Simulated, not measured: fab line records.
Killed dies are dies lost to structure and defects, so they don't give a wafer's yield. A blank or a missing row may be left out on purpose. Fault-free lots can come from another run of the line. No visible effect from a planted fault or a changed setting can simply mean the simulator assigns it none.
fab line records | flow sfqLine
record: lots: 13 | wafers: 38 | lastDay: 81
route steps=325 shown I2@114
lots with no fault: from the same line, run without faults
startH: start of the lot's first displayed wafer, in hours after the record's first day | waitH: hours from the lot's prior step to this one | " the same as in the row above | L1.1+2: several wafers, shown together as one row | - no value present, or no start provided | * or withheld: withheld | < > ~ a bound
route shown NAME@n: names a module that has steps shown in the file, with the first one's number in the route | usual: the fault-free wafers' mean and standard deviation | same: alike in all rows | chamber/n: place in a boat | sites: each site's reading | _std_site: standard deviation of those values | _edge_site: outer sites' mean less inner sites' | radiusMm: for every site, how far away it sits from the centre of the wafer | mask NAME#n: copy n | behind: the tool/chamber that last shaped the wafer | hold: cause of the lot's hold/its duration in hours/its outcome | device: the transistor (n, p or np) that didn't switch | end of line: the route-end tests of the same wafers | a step without rows: its recipe alone | killed: dies lost to structure and defects at the first sort, not the wafer's yield | map: the dies of a wafer, with x for killed, . for not killed, _ for no die there
set.NAME: the setting that was run; set.NAME@STEP: the one run at that earlier step | model.NAME: the simulator's own value behind a step, which no gauge read
the route's steps for a sample of lots (tables are steps, rows are wafers)
services: from which hour (startH, from the record's first day; less than 0 if before it) a tool's chamber was out of use, for how many hours, and why
== steps ==
step: SFQ_TRILAYER_I2_VIA_BARC_OPEN_VIA_ETCH_096
recipe: maskMaterial: PR | chemistry: O2 | targetDepthNm: 125 | target: BARC | sourceW: 500 | biasW: 80 | pressureMtorr: 30 | timeS: 41.7
usual: drypumpMotorCurrentA: 5.7/0.67 | oesProductAu: 0.685/0.0047 | runLengthS: 70.1/0.53
lot.wafer | tool       | chamber | startH | waitH | drypumpMotorCurrentA | oesProductAu | rfHoursCounterH | runLengthS
L689.2    | rieDiel-03 | 3       | 549.96 | 0.0   | 5.0                  | 0.689        | 1               | 70.2
L689.4    | "          | 1       | "      | "     | 5.6                  | 0.676        | 5               | 70.1
L689.6    | "          | 2       | "      | "     | 6.4                  | 0.681        | -               | 70.5
L690.3    | rieDiel-02 | 2       | 551.16 | 0.0   | 5.4                  | 0.688        | 2               | 69.4
L690.4    | "          | 1       | "      | "     | 5.4                  | 0.688        | 1               | 70.9
L690.5    | "          | 2       | "      | "     | 5.4                  | 0.683        | -               | 69.6
L691.3    | rieDiel-03 | 2       | 554.76 | 0.0   | 6.4                  | 0.684        | 1               | 70.8
L691.4    | "          | 1       | "      | "     | 5.6                  | 0.683        | 5               | 70.1
L691.5    | "          | 1       | "      | "     | 5.6                  | 0.684        | -               | 69.6
L692.1    | rieDiel-03 | 0       | 703.37 | 0.0   | 6.5                  | 0.692        | 17              | 70.5
L692.5    | "          | 2       | "      | "     | 6.4                  | 0.683        | -               | 70.8
L692.6    | "          | 0       | "      | "     | 6.5                  | 0.681        | -               | 71.0
L693.2    | rieDiel-01 | 1       | 712.30 | 0.0   | 4.8                  | 0.688        | 3               | 69.9
L693.3    | "          | 0       | "      | "     | 6.6                  | 0.687        | 5               | 69.4
L693.5    | "          | 3       | "      | "     | 4.9                  | 0.675        | -               | 69.6
L694.4    | rieDiel-01 | 2       | 720.10 | 0.0   | 5.2                  | 0.691        | 7               | 70.4
L694.5    | "          | 3       | "      | "     | 4.9                  | 0.675        | -               | 69.9
L694.6    | "          | 0       | "      | "     | 6.6                  | 0.680        | -               | 69.9
L703.2    | rieDiel-01 | 2       | 905.48 | 0.0   | 5.1                  | 0.633        | 10              | 78.5
L703.4    | "          | 0       | "      | "     | 6.6                  | 0.679        | 8               | 69.6
L705.2    | rieDiel-02 | 2       | 909.08 | 0.0   | 5.4                  | 0.683        | 8               | 69.3
L705.5    | "          | 3       | "      | "     | 6.3                  | 0.680        | -               | 70.4
L705.6    | "          | 0       | "      | "     | 6.5                  | 0.687        | -               | 69.3
L706.1    | rieDiel-03 | 2       | 910.28 | 0.0   | 6.4                  | 0.686        | 7               | 70.5
L706.5    | "          | 0       | "      | "     | 6.4                  | 0.684        | -               | 70.6
L706.6    | "          | 3       | "      | "     | 5.0                  | 0.682        | -               | 70.3
L708.2    | rieDiel-02 | 3       | 913.88 | 0.0   | 6.2                  | 0.686        | 11              | 70.2
L708.3    | "          | 1       | "      | "     | 5.4                  | 0.700        | 6               | 71.4
L708.5    | "          | 0       | "      | "     | 6.4                  | 0.686        | -               | 69.2
L709.2    | rieDiel-03 | 1       | 915.08 | 0.0   | 5.5                  | 0.690        | 12              | 70.0
L709.4    | "          | 3       | "      | "     | 5.0                  | 0.683        | 7               | 70.6
L709.5    | "          | 3       | "      | "     | 5.0                  | 0.683        | -               | 70.5
L711.1    | rieDiel-03 | 3       | 918.68 | 0.0   | 5.0                  | 0.683        | 7               | 70.3
L711.4    | "          | 0       | "      | "     | 6.4                  | 0.687        | 21              | 70.9
L711.5    | "          | 3       | "      | "     | 5.0                  | 0.689        | -               | 70.2
L712.2    | rieDiel-02 | 0       | 919.88 | 0.0   | 6.4                  | 0.681        | 23              | 69.4
L712.4    | "          | 0       | "      | "     | 6.4                  | 0.682        | -               | 69.7
L712.5    | "          | 2       | "      | "     | 5.4                  | 0.683        | -               | 69.4
== services ==
tool       | chamber | startH | hours | kind
rieDiel-02 | 0       | 530.98 | 12.4  | repair
rieDiel-01 | -       | 601.46 | 15.6  | pm
rieDiel-01 | 3       | 618.92 | 11.1  | repair
rieDiel-01 | 0       | 622.59 | 3.7   | repair
rieDiel-01 | 2       | 623.73 | 4.0   | repair
rieDiel-03 | 1       | 627.69 | 5.3   | repair
rieDiel-02 | 1       | 632.25 | 5.5   | repair
rieDiel-03 | 0       | 651.96 | 2.6   | repair
rieDiel-01 | 1       | 656.98 | 3.8   | repair
rieDiel-01 | 2       | 656.98 | 4.2   | repair
rieDiel-01 | 0       | 660.03 | 9.1   | repair
rieDiel-02 | 3       | 676.16 | 15.6  | repair
rieDiel-03 | 3       | 678.71 | 7.4   | repair
rieDiel-01 | 0       | 686.72 | 12.7  | repair
rieDiel-01 | 1       | 688.03 | 4.3   | repair
rieDiel-03 | 3       | 701.44 | 32.5  | repair
rieDiel-01 | 1       | 723.24 | 11.4  | repair
rieDiel-01 | 3       | 765.37 | 7.0   | repair
rieDiel-02 | 1       | 805.86 | 58.0  | repair
rieDiel-03 | -       | 808.32 | 1.0   | repair
rieDiel-02 | 0       | 830.64 | 3.5   | repair
rieDiel-02 | 0       | 839.30 | 1.5   | repair
rieDiel-02 | 3       | 884.31 | 3.3   | repair
rieDiel-02 | 3       | 914.08 | 15.3  | repair
== key ==
firstSign: step: SFQ_TRILAYER_I2_VIA_BARC_OPEN_VIA_ETCH_096 | reading: runLengthS | direction: up | sigmas: 16 | usual: * | struck: *
effect: step: SFQ_TRILAYER_I2_VIA_BARC_OPEN_VIA_ETCH_096 | reading: oesProductAu | direction: down | sigmas: 11 | usual: 0.685 | struck: 0.633
metAt SFQ_TRILAYER_I2_VIA_BARC_OPEN_VIA_ETCH_096
struckLots L703
struckWafers L703.2
onsetBetween 720.10 905.48
fault: kind: processParameterDrift | tool: rieDiel-01 | chamber: - | onsetH: 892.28 | steps: SFQ_TRILAYER_I2_VIA_BARC_OPEN_VIA_ETCH_096 | channel: timeS | offset: * | shape: step | endH: 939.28 | scope: struckWafersOnly | actsIn: * | stated: *
